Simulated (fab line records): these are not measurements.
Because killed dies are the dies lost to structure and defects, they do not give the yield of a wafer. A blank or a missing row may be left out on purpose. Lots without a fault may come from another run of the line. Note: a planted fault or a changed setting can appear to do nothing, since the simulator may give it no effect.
Split-lot study / flow sfqLine / 5 lots, 23 wafers read, on a route of 325 steps

SPLIT DETAILS
At SFQ_TRILAYER_M7_DEP_SPUTTER_175 (material Nb, target thk 200 nm, time 133.3 s), the setting timeS was moved away from the recipe's 133.3 s on 9 of the 23 wafers read, by -13.6% to +7.5%. For the rest of the wafers, this setting stayed at what the recipe calls for.

FROM THE SPLIT TO THE READING: what the file shows between them, 2 steps
- SFQ_M7_RS_MEAS_943: measures by four-point-probe
- SFQ_TRILAYER_M7_BARC_OPEN_METAL_ETCH_229: etches BARC in O2, target depth 125 nm, time 41.7 s (also split here: biasW)

THE READING
oesProductAu, in a.u., at SFQ_TRILAYER_M7_ETCH_METAL_ETCH_180 (etches Nb in Cl2/Ar, stops on SiO2, target depth 240 nm, time 120 s). A value of 0.892 a.u. with a standard deviation of 0.0076 a.u. is what fault-free wafers of this fab line usually give.

wafer=L075.1; tool, chamber at the split=pvdSputter-04, -; timeS as run, s=139; against the recipe=+4.3%; oesProductAu, a.u.=0.912; against lot-mates on the recipe=+0.009
wafer=L075.2; tool, chamber at the split=pvdSputter-04, -; timeS as run, s=139; against the recipe=+4.3%; oesProductAu, a.u.=0.919; against lot-mates on the recipe=+0.016
wafer=L075.3; tool, chamber at the split=pvdSputter-04, -; timeS as run, s=133.3; against the recipe=recipe; oesProductAu, a.u.=0.898; against lot-mates on the recipe=-
wafer=L075.4; tool, chamber at the split=pvdSputter-04, -; timeS as run, s=133.3; against the recipe=recipe; oesProductAu, a.u.=0.916; against lot-mates on the recipe=-
wafer=L075.5; tool, chamber at the split=pvdSputter-04, -; timeS as run, s=133.3; against the recipe=recipe; oesProductAu, a.u.=0.896; against lot-mates on the recipe=-
wafer=L076.1; tool, chamber at the split=pvdSputter-06, -; timeS as run, s=133.3; against the recipe=recipe; oesProductAu, a.u.=0.896; against lot-mates on the recipe=-
wafer=L076.2; tool, chamber at the split=pvdSputter-06, -; timeS as run, s=133.3; against the recipe=recipe; oesProductAu, a.u.=0.895; against lot-mates on the recipe=-
wafer=L076.3; tool, chamber at the split=pvdSputter-06, -; timeS as run, s=143.3; against the recipe=+7.5%; oesProductAu, a.u.=0.932; against lot-mates on the recipe=+0.037
wafer=L076.4; tool, chamber at the split=pvdSputter-06, -; timeS as run, s=133.3; against the recipe=recipe; oesProductAu, a.u.=0.893; against lot-mates on the recipe=-
wafer=L076.5; tool, chamber at the split=pvdSputter-06, -; timeS as run, s=143.3; against the recipe=+7.5%; oesProductAu, a.u.=0.924; against lot-mates on the recipe=+0.029
wafer=L079.1; tool, chamber at the split=pvdSputter-04, -; timeS as run, s=124.2; against the recipe=-6.8%; oesProductAu, a.u.=0.854; against lot-mates on the recipe=-0.040
wafer=L079.3; tool, chamber at the split=pvdSputter-04, -; timeS as run, s=133.3; against the recipe=recipe; oesProductAu, a.u.=0.886; against lot-mates on the recipe=-
wafer=L079.4; tool, chamber at the split=pvdSputter-04, -; timeS as run, s=124.2; against the recipe=-6.8%; oesProductAu, a.u.=0.870; against lot-mates on the recipe=-0.024
wafer=L079.5; tool, chamber at the split=pvdSputter-04, -; timeS as run, s=133.3; against the recipe=recipe; oesProductAu, a.u.=0.902; against lot-mates on the recipe=-
wafer=L079.6; tool, chamber at the split=pvdSputter-04, -; timeS as run, s=124.2; against the recipe=-6.8%; oesProductAu, a.u.=0.856; against lot-mates on the recipe=-0.038
wafer=L082.1; tool, chamber at the split=pvdSputter-05, -; timeS as run, s=133.3; against the recipe=recipe; oesProductAu, a.u.=0.896; against lot-mates on the recipe=-
wafer=L082.2; tool, chamber at the split=pvdSputter-05, -; timeS as run, s=133.3; against the recipe=recipe; oesProductAu, a.u.=0.893; against lot-mates on the recipe=-
wafer=L082.4; tool, chamber at the split=pvdSputter-05, -; timeS as run, s=133.3; against the recipe=recipe; oesProductAu, a.u.=0.904; against lot-mates on the recipe=-
wafer=L085.1; tool, chamber at the split=pvdSputter-04, -; timeS as run, s=133.3; against the recipe=recipe; oesProductAu, a.u.=0.901; against lot-mates on the recipe=-
wafer=L085.2; tool, chamber at the split=pvdSputter-04, -; timeS as run, s=115.2; against the recipe=-13.6%; oesProductAu, a.u.=0.825; against lot-mates on the recipe=-0.065
wafer=L085.3; tool, chamber at the split=pvdSputter-04, -; timeS as run, s=115.2; against the recipe=-13.6%; oesProductAu, a.u.=0.822; against lot-mates on the recipe=-0.068
wafer=L085.4; tool, chamber at the split=pvdSputter-04, -; timeS as run, s=133.3; against the recipe=recipe; oesProductAu, a.u.=0.885; against lot-mates on the recipe=-
wafer=L085.6; tool, chamber at the split=pvdSputter-04, -; timeS as run, s=133.3; against the recipe=recipe; oesProductAu, a.u.=0.885; against lot-mates on the recipe=-

THE FIT
A straight line over all 23 wafers: oesProductAu changes by +0.00506 a.u. for each +1% of timeS; r = +0.97; the points scatter about the line by 0.0075 a.u.
The same after taking each lot's own level away (the mean of its wafers on the recipe; 23 wafers): +0.00469 a.u. for each +1%; r = +0.97; scatter 0.0067 a.u.
Per that fit: largest timeS move, reading shift of 0.064 a.u.
From 0.8903 to 0.9033 a.u.: that is the span of the lots' own levels, equal to 1.7 times the standard deviation above.
The two slopes agree, so the slope changes little with the lot-to-lot level.
Check: for one of the wafers moved furthest among these (-13.6%), held out of the fit, the line's prediction against its lot-mates is -0.0649 a.u. Against them it came out at -0.0653 a.u.

OTHER SPLITS APPLIED TO THESE WAFERS
Other splits were also applied to these wafers ahead of the reading. Each is held against what the fit with the lots' levels taken away leaves over:
other split on the same wafers=SFQ_TRILAYER_M7_BARC_OPEN_METAL_ETCH_229 biasW; wafers away from the commonest value=8; r with oesProductAu (lot level and that fit taken away)=+0.03

THE WHOLE CHAIN: every reading that the file lists as answering this split, in the file's order
step=SFQ_TRILAYER_M7_DEP_SPUTTER_175; what it does=material Nb, target thk 200 nm, time 133.3 s; reading=Nb_of_TRILAYER_M7_DEP_SPUTTER_175.thkNm (the simulator's own value, which no gauge read); change (the file's fit)=+1.81 nm for each +1% of the setting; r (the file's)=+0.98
step=SFQ_M7_RS_MEAS_943; what it does=measures by four-point-probe; reading=M7_NB_RS; change (the file's fit)=-0.00896 for each +1% of the setting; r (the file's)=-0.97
step=SFQ_TRILAYER_M7_ETCH_METAL_ETCH_180; what it does=etches Nb in Cl2/Ar, stops on SiO2, target depth 240 nm, time 120 s; reading=oesProductAu; change (the file's fit)=+0.00471 a.u. for each +1% of the setting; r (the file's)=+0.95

THE FILE'S OWN FIT
oesProductAu changes by +0.00471 a.u. for each +1% of timeS, r = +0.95.
